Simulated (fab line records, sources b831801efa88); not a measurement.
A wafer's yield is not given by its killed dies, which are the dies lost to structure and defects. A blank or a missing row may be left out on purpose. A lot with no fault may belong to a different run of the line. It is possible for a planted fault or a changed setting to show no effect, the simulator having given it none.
What tool caused it? / flow sky130 / 11 lots, 32 wafers sampled, at 6 steps of a route of 708

== WHAT THE GAUGES SHOWED, per wafer ==
SKY_SD_P_TW_MEAS_11.
lot=L623; measured=day 26 09:50; on=film-metro-03; SD_P_TW=2840 2841 2837
lot=L624; measured=day 26 22:33; on=film-metro-02; SD_P_TW=2872 2850 2840
lot=L625; measured=day 27 00:58; on=film-metro-02; SD_P_TW=2868 2872 2876
lot=L626; measured=day 27 07:19; on=film-metro-02; SD_P_TW=2884 2873 2879
lot=L627; measured=day 27 16:37; on=film-metro-01; SD_P_TW=2861 2859 2838
lot=L628; measured=day 27 23:22; on=film-metro-03; SD_P_TW=2839 2849 2835
lot=L629; measured=day 28 03:34; on=film-metro-03; SD_P_TW=2833 2815 2844
lot=L634; measured=day 30 02:50; on=film-metro-01; SD_P_TW=2844 2834
lot=L642; measured=day 32 13:19; on=film-metro-01; SD_P_TW=2853 2858 2859
lot=L644; measured=day 33 06:04; on=film-metro-02; SD_P_TW=2845 2851 2848
lot=L645; measured=day 33 10:52; on=film-metro-02; SD_P_TW=2861 2868 2855

SKY_CAPM_RS_MEAS_03: the measuring method here is four-point-probe.
lot=L623; measured=day 37 13:30; on=film-metro-01; CAPM_TIN_RS (ohm/sq)=6.94 6.87 6.92
lot=L624; measured=day 37 22:32; on=film-metro-01; CAPM_TIN_RS (ohm/sq)=6.94 6.91 6.91
lot=L625; measured=day 38 01:35; on=film-metro-01; CAPM_TIN_RS (ohm/sq)=7.07 7.05 7.04
lot=L626; measured=day 38 08:09; on=film-metro-01; CAPM_TIN_RS (ohm/sq)=6.83 6.83 6.82
lot=L627; measured=day 38 16:14; on=film-metro-01; CAPM_TIN_RS (ohm/sq)=7.02 6.95 7.00
lot=L628; measured=day 38 18:52; on=film-metro-01; CAPM_TIN_RS (ohm/sq)=6.88 6.97 6.86
lot=L629; measured=day 38 23:18; on=film-metro-01; CAPM_TIN_RS (ohm/sq)=6.97 7.03 7.00
lot=L634; measured=day 40 18:51; on=film-metro-01; CAPM_TIN_RS (ohm/sq)=6.65 6.86
lot=L642; measured=day 43 00:33; on=film-metro-02; CAPM_TIN_RS (ohm/sq)=6.92 6.86 6.90
lot=L644; measured=day 43 10:10; on=film-metro-01; CAPM_TIN_RS (ohm/sq)=6.84 6.85 6.86
lot=L645; measured=day 43 13:53; on=film-metro-01; CAPM_TIN_RS (ohm/sq)=6.95 6.91 6.88

SKY_CAPM_THK_MEAS_04: measures by xrf.
lot=L623; measured=day 37 13:37; on=film-metro-01; CAPM_TIN_THK (nm)=202.2 203.7 202.7
lot=L624; measured=day 37 22:40; on=film-metro-01; CAPM_TIN_THK (nm)=201.3 202.5 202.5
lot=L625; measured=day 38 01:42; on=film-metro-01; CAPM_TIN_THK (nm)=198.0 198.1 198.8
lot=L626; measured=day 38 08:15; on=film-metro-01; CAPM_TIN_THK (nm)=204.0 204.7 205.2
lot=L627; measured=day 38 16:21; on=film-metro-01; CAPM_TIN_THK (nm)=198.9 200.5 199.2
lot=L628; measured=day 38 18:59; on=film-metro-01; CAPM_TIN_THK (nm)=203.2 201.3 203.4
lot=L629; measured=day 38 23:25; on=film-metro-01; CAPM_TIN_THK (nm)=200.1 199.6 198.9
lot=L634; measured=day 40 18:56; on=film-metro-01; CAPM_TIN_THK (nm)=211.2 204.2
lot=L642; measured=day 43 00:40; on=film-metro-02; CAPM_TIN_THK (nm)=201.0 202.2 202.1
lot=L644; measured=day 43 10:16; on=film-metro-01; CAPM_TIN_THK (nm)=204.2 203.7 202.3
lot=L645; measured=day 43 13:58; on=film-metro-01; CAPM_TIN_THK (nm)=200.6 202.1 202.9

== TOOL THAT RAN EACH LOT (tool first, then ch and the chambers of the sampled wafers, then the start) ==
lot=L623; SKY_POLY_CUT_ETCH_11=rie-diel-02 ch 0,2,3, day 25 03:16; SKY_CONTACT_CMP_04=cmp-01 ch 1,2, day 31 12:00; SKY_CAPM_SPUTTER_02=pvd-sputter-02, day 37 13:22
lot=L624; SKY_POLY_CUT_ETCH_11=rie-diel-03 ch 0,1,2, day 25 16:13; SKY_CONTACT_CMP_04=cmp-02 ch 0,1,3, day 31 23:00; SKY_CAPM_SPUTTER_02=pvd-sputter-01, day 37 22:26
lot=L625; SKY_POLY_CUT_ETCH_11=rie-diel-02 ch 0,1,2, day 25 19:01; SKY_CONTACT_CMP_04=cmp-01 ch 0,1, day 32 00:25; SKY_CAPM_SPUTTER_02=pvd-sputter-02, day 38 01:28
lot=L626; SKY_POLY_CUT_ETCH_11=rie-diel-02 ch 0,3, day 26 00:49; SKY_CONTACT_CMP_04=cmp-02 ch 1,2, day 32 07:46; SKY_CAPM_SPUTTER_02=pvd-sputter-02, day 38 08:00
lot=L627; SKY_POLY_CUT_ETCH_11=rie-diel-03 ch 0,1, day 26 10:16; SKY_CONTACT_CMP_04=cmp-02 ch 0,2,3, day 32 17:04; SKY_CAPM_SPUTTER_02=pvd-sputter-01, day 38 16:07
lot=L628; SKY_POLY_CUT_ETCH_11=rie-diel-02 ch 0,1,3, day 26 17:59; SKY_CONTACT_CMP_04=cmp-02 ch 1,2,3, day 32 21:35; SKY_CAPM_SPUTTER_02=pvd-sputter-02, day 38 18:46
lot=L629; SKY_POLY_CUT_ETCH_11=rie-diel-01 ch 0,1,3, day 26 22:16; SKY_CONTACT_CMP_04=cmp-01 ch 0,2,3, day 33 02:29; SKY_CAPM_SPUTTER_02=pvd-sputter-02, day 38 23:11
lot=L634; SKY_POLY_CUT_ETCH_11=rie-diel-02 ch 0,1, day 28 21:25; SKY_CONTACT_CMP_04=cmp-02 ch 1,3, day 34 22:53; SKY_CAPM_SPUTTER_02=pvd-sputter-02, day 40 18:41
lot=L642; SKY_POLY_CUT_ETCH_11=rie-diel-01 ch 1,3, day 31 08:01; SKY_CONTACT_CMP_04=cmp-02 ch 2,3, day 37 09:54; SKY_CAPM_SPUTTER_02=pvd-sputter-01, day 43 00:25
lot=L644; SKY_POLY_CUT_ETCH_11=rie-diel-01 ch 0,1,2, day 32 01:14; SKY_CONTACT_CMP_04=cmp-01 ch 0,2, day 37 20:04; SKY_CAPM_SPUTTER_02=pvd-sputter-03, day 43 10:02
lot=L645; SKY_POLY_CUT_ETCH_11=rie-diel-01 ch 1,2, day 32 07:02; SKY_CONTACT_CMP_04=cmp-01 ch 0,3, day 38 01:35; SKY_CAPM_SPUTTER_02=pvd-sputter-03, day 43 13:46
- SKY_POLY_CUT_ETCH_11: etches Si3N4 in CF4/CH2F2/Ar, stops on poly-Si, time 42.5 s, target depth 60 nm.
- SKY_CONTACT_CMP_04: polishes SiO2.
- SKY_CAPM_SPUTTER_02: material TiN, target thk 200 nm, time 166.7 s.

== WHAT THE TOOLS THEMSELVES READ (means of the sampled wafers that have a number; where no wafer has one, the mark that the record gives instead) ==
SKY_POLY_CUT_ETCH_11.
lot=L623; tool=rie-diel-02; drypump-motor-current-A (A)=5.9; oes-product-au (a.u.)=0.834; throttle-valve-pct (%)=14.997
lot=L624; tool=rie-diel-03; drypump-motor-current-A (A)=6.3; oes-product-au (a.u.)=0.828; throttle-valve-pct (%)=14.985
lot=L625; tool=rie-diel-02; drypump-motor-current-A (A)=5.9; oes-product-au (a.u.)=0.831; throttle-valve-pct (%)=14.981
lot=L626; tool=rie-diel-02; drypump-motor-current-A (A)=6.1; oes-product-au (a.u.)=0.830; throttle-valve-pct (%)=15.004
lot=L627; tool=rie-diel-03; drypump-motor-current-A (A)=6.4; oes-product-au (a.u.)=0.836; throttle-valve-pct (%)=14.996
lot=L628; tool=rie-diel-02; drypump-motor-current-A (A)=5.8; oes-product-au (a.u.)=0.829; throttle-valve-pct (%)=14.998
lot=L629; tool=rie-diel-01; drypump-motor-current-A (A)=5.7; oes-product-au (a.u.)=0.831; throttle-valve-pct (%)=15.006
lot=L634; tool=rie-diel-02; drypump-motor-current-A (A)=6.0; oes-product-au (a.u.)=0.827; throttle-valve-pct (%)=14.988
lot=L642; tool=rie-diel-01; drypump-motor-current-A (A)=5.7; oes-product-au (a.u.)=0.832; throttle-valve-pct (%)=14.994
lot=L644; tool=rie-diel-01; drypump-motor-current-A (A)=6.0; oes-product-au (a.u.)=0.827; throttle-valve-pct (%)=14.990
lot=L645; tool=rie-diel-01; drypump-motor-current-A (A)=6.1; oes-product-au (a.u.)=0.826; throttle-valve-pct (%)=15.001

SKY_CONTACT_CMP_04.
lot=L623; tool=cmp-01; motor-current-A (A)=11.8; time-to-endpoint-s (s)=82
lot=L624; tool=cmp-02; motor-current-A (A)=12.0; time-to-endpoint-s (s)=82
lot=L625; tool=cmp-01; motor-current-A (A)=11.2; time-to-endpoint-s (s)=80
lot=L626; tool=cmp-02; motor-current-A (A)=13.2; time-to-endpoint-s (s)=85
lot=L627; tool=cmp-02; motor-current-A (A)=12.0; time-to-endpoint-s (s)=85
lot=L628; tool=cmp-02; motor-current-A (A)=13.2; time-to-endpoint-s (s)=80
lot=L629; tool=cmp-01; motor-current-A (A)=11.8; time-to-endpoint-s (s)=89
lot=L634; tool=cmp-02; motor-current-A (A)=13.8; time-to-endpoint-s (s)=86
lot=L642; tool=cmp-02; motor-current-A (A)=13.3; time-to-endpoint-s (s)=85
lot=L644; tool=cmp-01; motor-current-A (A)=11.5; time-to-endpoint-s (s)=88
lot=L645; tool=cmp-01; motor-current-A (A)=10.8; time-to-endpoint-s (s)=85

SKY_CAPM_SPUTTER_02.
lot=L623; tool=pvd-sputter-02; throttle-valve-pct (%)=28.3
lot=L624; tool=pvd-sputter-01; throttle-valve-pct (%)=30.6
lot=L625; tool=pvd-sputter-02; throttle-valve-pct (%)=27.9
lot=L626; tool=pvd-sputter-02; throttle-valve-pct (%)=31.6
lot=L627; tool=pvd-sputter-01; throttle-valve-pct (%)=29.9
lot=L628; tool=pvd-sputter-02; throttle-valve-pct (%)=29.5
lot=L629; tool=pvd-sputter-02; throttle-valve-pct (%)=29.7
lot=L634; tool=pvd-sputter-02; throttle-valve-pct (%)=31.1
lot=L642; tool=pvd-sputter-01; throttle-valve-pct (%)=29.7
lot=L644; tool=pvd-sputter-03; throttle-valve-pct (%)=29.1
lot=L645; tool=pvd-sputter-03; throttle-valve-pct (%)=29.8

== THE ANSWER, worked out from the rows above alone ==
Rule: what is usual is taken from the lots themselves. Put in order of their means at a reading, lots are off if they are a third of the lots or fewer, leave a main group of 4 or more, and stand apart from it by a gap of 3 or more times the standard deviation of the main group's means; of several such gaps the widest counts. Not used: any main group whose means are identical at the precision the tables above print for the reading. A lot without any number at a reading at which 4 lots or more have one is off too. The other lots that the step has rows for count as sound. First the gauges in route order, then the tools' own readings, where a lot's mean is used as printed above. The first step at which some lot is off is used, and at that step the reading that is off furthest; a lot without a number counts as furthest.
None of the lots is off at any reading shown; this tells nothing.

== WHAT THE SIMULATOR HAD INSERTED ==
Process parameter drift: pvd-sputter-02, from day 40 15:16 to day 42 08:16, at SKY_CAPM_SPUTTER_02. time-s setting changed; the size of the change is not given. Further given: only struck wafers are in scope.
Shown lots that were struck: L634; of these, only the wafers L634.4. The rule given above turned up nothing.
